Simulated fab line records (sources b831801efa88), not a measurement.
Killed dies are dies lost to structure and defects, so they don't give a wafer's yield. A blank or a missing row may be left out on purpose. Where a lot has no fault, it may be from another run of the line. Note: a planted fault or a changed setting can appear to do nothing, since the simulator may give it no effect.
Comparing a struck lot with a sound one | flow gf180mcu | 16 out of 602 route steps
Sound: the wafers L520.1, L520.4, L520.5. Wafers struck: L524.1, L524.6. Last of all comes the cause.
For every step that has rows: the tool of each side, followed by ch and its chambers, followed by its first start. Under that, the readings that differ: sound wafers | struck wafers | difference of the means | sigmas: that difference in standard deviations of wafers without a fault.
alike: readings with means less than 2 such deviations apart, plus words and numbers identical on both sides. not compared: withheld readings, readings lacking a value on some wafer, bounds such as >300 that could conceal the same value, and numbers that have no deviation in the record and whose values overlap.
A row with sigmas, a row that says differs or no value, or rows on one side alone: a step with any of these is where the two part. Non-overlapping numbers with no deviation appear without sigmas and do not part them. A reading that every wafer of one side lacks parts them only if that side has two wafers or more.

first, 1 step without rows for these wafers: GF_STI_DEVELOP_11 (develop time 60 s).
GF_STI_CD_MEAS_12: the cd target is 220 nm.
  sound on cd-sem-02 at day 3 18:12; struck on cd-sem-01 at day 4 15:22
  alike: cd-nm
GF_STI_ETCH_13: etches the open film in CHF3/O2, stops on Si, target depth 282.31 nm, time 112.9 s.
  sound on rie-diel-01 ch 0,3, day 3 18:19; struck on rie-diel-01 ch 3, day 4 15:29
  alike: chf3-flow-sccm, drypump-motor-current-A, oes-product-au, rf-fwd-power-W, throttle-valve-pct
  not compared: rf-hours-counter-h
GF_STI_ETCH_14: etches Si in HBr/Cl2/O2, target depth 360 nm, time 102.9 s.
  sound on rie-si-01 ch 1,2, day 3 18:24; struck on rie-si-01 ch 3, day 4 15:34
  reading               | sound             | struck      | difference | sigmas
  oes-product-au (a.u.) | 0.999 0.990 0.980 | 1.020 1.008 | +0.024     | +2
  alike: drypump-motor-current-A, rf-fwd-power-W, throttle-valve-pct
  not compared: rf-hours-counter-h
GF_STI_STRIP_15: strips in O2/N2.
  sound on plasma-asher-04 ch 0,1, day 3 18:29; struck on plasma-asher-02 ch 0, day 4 15:39
  alike: drypump-motor-current-A, heater-power-w, o2-flow-sccm, oes-product-au, strip-time-to-endpoint-s
  not compared: rf-hours-counter-h
then, 6 steps without rows for these wafers: GF_STI_CLEAN_16 (cleans in dHF, time 25 s); GF_STI_WET_ETCH_17 (etches Si3N4 in H3PO4, target depth 45 nm, time 514 s); GF_STI_CLEAN_18 (cleans in SC1/SC2, time 150 s); GF_STI_CLEAN_19 (cleans in dHF, time 20 s); GF_STI_WET_ETCH_20 (etches SiO2 in dHF, target depth 20 nm, time 400 s); GF_STI_OXIDATION_21 (stabilise 600 s, purge 300 s, target thk 15 nm).
GF_STI_THK_MEAS_22:
  sound on film-metro-04 at day 3 22:14; struck on film-metro-03 at day 4 18:58
  alike: STI_OXIDATION_01_THK
GF_STI_CVD_23: deposits SiO2, target thk 650 nm, time 108.3 s.
  sound on hdpcvd-02 ch 0,1,2, day 3 22:18; struck on hdpcvd-02 ch 1, day 4 19:01
  reading                              | sound             | struck      | difference | sigmas
  model.SiO2_of_STI_CVD_23.thk-nm (nm) | 642.6 658.1 642.9 | 864.3 861.4 | +215.0     |
GF_STI_THK_MEAS_24:
  sound on film-metro-02 at day 3 22:23; struck on film-metro-02 at day 4 19:06
  reading             | sound       | struck  | difference | sigmas
  STI_CVD_23_THK (nm) | 643 658 643 | 864 862 | +215       | +29
GF_STI_CMP_25: polishes, stops on Si3N4, t overpolish 33 s, target thk 524.6 nm.
  sound on cmp-01 ch 0,2, day 3 22:29; struck on cmp-01 ch 0,3, day 4 19:10
  reading                | sound       | struck  | difference | sigmas
  time-to-endpoint-s (s) | 122 127 127 | 168 163 | +40        | +8
  alike: motor-current-A
then, 1 step without rows for these wafers: GF_STI_WET_ETCH_26 (etches SiO2 in dHF, target depth 94 nm, time 188 s).

## WHERE THEY PART
First at GF_STI_ETCH_14; last, within this record, at GF_STI_CMP_25.

WHY: whatever the simulator had introduced
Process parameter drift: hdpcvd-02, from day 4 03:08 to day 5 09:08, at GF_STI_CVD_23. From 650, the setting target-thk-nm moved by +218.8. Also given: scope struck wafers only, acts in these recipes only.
